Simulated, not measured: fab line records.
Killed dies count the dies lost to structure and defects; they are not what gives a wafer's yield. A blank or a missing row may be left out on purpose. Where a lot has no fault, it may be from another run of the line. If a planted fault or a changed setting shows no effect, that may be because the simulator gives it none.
A lot that was struck, set against a sound lot | flow gf180mcu | 19 steps out of a route of 602
Sound: wafers L313.1, L313.4, L313.6. Struck: wafers L331.1, L331.3, L331.4. At the end, the cause is stated.
Order at every step that has rows: each side's tool, ch and its chambers, its first start. Under that, the readings that differ: sound wafers | struck wafers | difference of the means | sigmas: that difference in standard deviations of wafers without a fault.
alike: readings whose means differ by less than 2 such deviations, and words and numbers that are the same on both sides. not compared: withheld readings, readings that some wafer has no value for, bounds like >300 that may hide the same value, and numbers for which the record gives no deviation and whose values overlap.
Wherever a step has rows on one side only, a row that says differs or no value, or a row with sigmas, the two part there. When numbers do not overlap yet have no deviation, they are printed without sigmas and do not part them. A reading missing from all wafers of one side parts the sides only when that side holds two or more wafers.

first, 1 step without rows for these wafers: GF_HV_LDD_CLEAN_51 (cleans in SC1/SC2, time 150 s).
GF_HV_LDD_RTA_52: time 10 s.
  sound on rtp anneal-02 ch 0, day 12 06:12; struck on rtp anneal-02 ch 0, day 18 09:56
  alike: chamber o2 ppm, lamp power pct, wafer_temp_C_max
GF_HV_LDD_RS_MEAS_53: measurement is done with a four-point probe.
  sound on film metro-01 at day 12 06:16; struck on film metro-01 at day 18 10:00
  alike: HV_LDD_RS
then, 1 step without rows for these wafers: GF_HV_LDD_CVD_54 (deposits SiO2 from TEOS, target thk 10 nm, time 75 s).
GF_HV_LDD_THK_MEAS_55:
  sound on film metro-02 at day 12 07:25; struck on film metro-03 at day 18 11:08
  alike: HV_LDD_CVD_54_THK
then, 1 step without rows for these wafers: GF_HV_LDD_CVD_56 (deposits Si3N4 from DCS/NH3, target thk 90 nm, time 1543 s).
GF_HV_LDD_THK_MEAS_57:
  sound on film metro-02 at day 12 08:54; struck on film metro-01 at day 18 12:38
  alike: HV_LDD_CVD_56_THK
GF_HV_LDD_ETCHBACK_58: etches Si3N4 in CH3F/O2, stops on SiO2, time 100 s, target depth 90 nm.
  sound on rie diel-01 ch 1,2,3, day 12 08:58; struck on rie diel-02 ch 1,2,3, day 18 12:41
  alike: bias w, drypump motor current A, oes product au, throttle valve pct
  not compared: rf hours counter h
then, 4 steps without rows for these wafers: GF_NSD_DEHYDRATE_00 (time 60 s); GF_NSD_HMDS_01 (prime time 60 s); GF_NSD_COAT_02 (resist thk 1000 nm); GF_NSD_SOFTBAKE_03 (time 60 s).
GF_NSD_EXPOSE_04: exposes mask Nplus, target cd 400 nm.
  sound on iline stepper-02 ch 0, day 12 18:49; struck on iline stepper-01 ch 0, day 19 01:20
  reading                     | sound                   | struck            | difference | sigmas
  model.NSD.overlay x nm (nm) | -0.3139 -0.3139 -0.3139 | 222.5 222.5 222.5 | +222.8     |
  alike: mask, reticle temp C
then, 2 steps without rows for these wafers: GF_NSD_PEB_05; GF_NSD_DEVELOP_06 (develop time 60 s).
GF_NSD_CD_MEAS_07: target cd 400 nm.
  sound on cd sem-02 at day 13 04:43; struck on cd sem-01 at day 19 13:16
  alike: cd nm
GF_NSD_OVL_MEAS_08:
  sound on overlay-02 at day 13 04:50; struck on overlay-02 at day 19 13:23
  reading      | sound         | struck            | difference | sigmas
  NSD_OVL (nm) | -2.5 -2.0 0.5 | 222.0 222.4 221.2 | +223.2     | +99 or more
next, for these wafers, 1 step has no rows: GF_NSD_IMPLANT_09.
-- the record jumps here: 14 days lie between the struck wafers' starts before and after (it left off in module NSD and takes up again in module PASSIVATION, whose first step shown is number 602 of the route) --
GF_PASSIVATION_PROBE_99:
  record: rows for the struck wafers here (prober-01, day 34 00:05), none for the sound ones

WHERE THEY PART
Last at GF_PASSIVATION_PROBE_99 as far as this record goes, first at GF_NSD_OVL_MEAS_08.

WHY: what had been put in by the simulator
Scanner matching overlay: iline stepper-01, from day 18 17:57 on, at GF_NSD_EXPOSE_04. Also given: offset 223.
